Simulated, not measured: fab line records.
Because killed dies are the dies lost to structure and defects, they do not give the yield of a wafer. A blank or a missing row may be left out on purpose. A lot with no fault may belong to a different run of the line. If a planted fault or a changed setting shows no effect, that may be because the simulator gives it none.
The same fault as seen by 2 desks | flow sky130 | numbers are kept per desk, each desk with only its own; the story behind them comes last

## AT THE TOOL OWNER'S DESK: implanter-04
SKY_SD_N_IMPLANT_09, tool's own readings: per-lot mean of the sampled wafers with a number, covering each lot this tool ran. If a lot's mean is further than 4 standard deviations from the usual mean, the lot is out of limits and carries the mark OUT (the distance appears in the brackets).
Columns: A = beam_energy_keV at SKY_SD_N_IMPLANT_09, usual 50.000; B = faraday_current_uA at SKY_SD_N_IMPLANT_09, usual 11314
lot  | first seen here | A                        | B
L918 | day 29 00:22    | 49.987                   | 11217
L919 | day 29 05:39    | 50.004                   | 11157
L924 | day 30 20:23    | 50.017                   | 11091
L927 | day 32 00:03    | 32.859 (-99 or more) OUT | 11116
L929 | day 32 17:14    | 32.879 (-99 or more) OUT | 11133
Finding of this desk: L927, L929 out of limits; the first was L927 at day 32 00:03, on beam_energy_keV at SKY_SD_N_IMPLANT_09. L918, L919, L924: within limits.

## AT THE METROLOGY DESK
What the gauges read for every lot (on any tool): the sampled wafers with a number, averaged. If a lot's mean is further than 4 standard deviations from the usual mean, the lot is out of limits and carries the mark OUT (the distance appears in the brackets).
Columns: A = LDD_HVN_OVL at SKY_LDD_HVN_OVL_MEAS_07, usual 0.4 nm; B = POLY_CUT_OVL at SKY_POLY_CUT_OVL_MEAS_09, usual -4 nm; C = SD_N_TW at SKY_SD_N_TW_MEAS_12, usual 3995; D = SD_N_RS at SKY_SD_N_RS_MEAS_16, usual 68.55 ohm/sq; E = cd_nm at SKY_LI_CONTACT_CD_MEAS_12, usual 169.7 nm
lot  | first seen here | A    | B  | C              | D                       | E
L915 | day 19 23:51    | 0.2  | -5 | 3933           | 68.45                   | 169.2
L918 | day 21 11:27    | 0.4  | -5 | 3914           | 68.69                   | 170.9
L919 | day 21 18:29    | -0.6 | -3 | 3972           | 68.72                   | 166.2
L920 | day 22 00:25    | 1.8  | -2 | 3981           | 68.48                   | 167.2
L924 | day 23 14:09    | 0.0  | -9 | 4012           | 68.58                   | 170.3
L926 | day 24 08:18    | 0.8  | -4 | 4013           | 68.65                   | 169.4
L927 | day 24 19:24    | -0.6 | -3 | 3605 (-11) OUT | 82.94 (+99 or more) OUT | 170.5
L929 | day 25 14:04    | 1.6  | -7 | 3619 (-10) OUT | 82.73 (+99 or more) OUT | 169.2
L934 | day 27 07:39    | -0.8 | -6 | 3918           | 68.42                   | 172.2
L936 | day 28 00:23    | 0.5  | -2 | 4010           | 68.52                   | 171.3
L938 | day 28 15:54    | -0.3 | -2 | 4033           | 68.62                   | 168.9
This desk's result: L927, L929 out of limits, first on L927 (SD_N_TW at SKY_SD_N_TW_MEAS_12), day 32 00:27. L915, L918, L919, L920, L924, L926, L934, L936, L938: within limits.

## PUT TOGETHER
The tool owner's desk had the chance to raise an alarm at day 32 00:03 on L927, L929.
An alarm was possible from the metrology desk at day 32 00:27, on L927, L929.
On implanter-04, each named lot ran SKY_SD_N_IMPLANT_09.

## WHAT WAS PUT IN BY THE SIMULATOR
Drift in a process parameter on implanter-04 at SKY_SD_N_IMPLANT_09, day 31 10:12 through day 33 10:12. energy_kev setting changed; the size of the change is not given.
Lots struck among those shown: L927, L929.
Delay (hours) between the fault's onset and each desk's first out-of-limits reading: 14 at the tool owner's desk, 14 at the metrology desk.
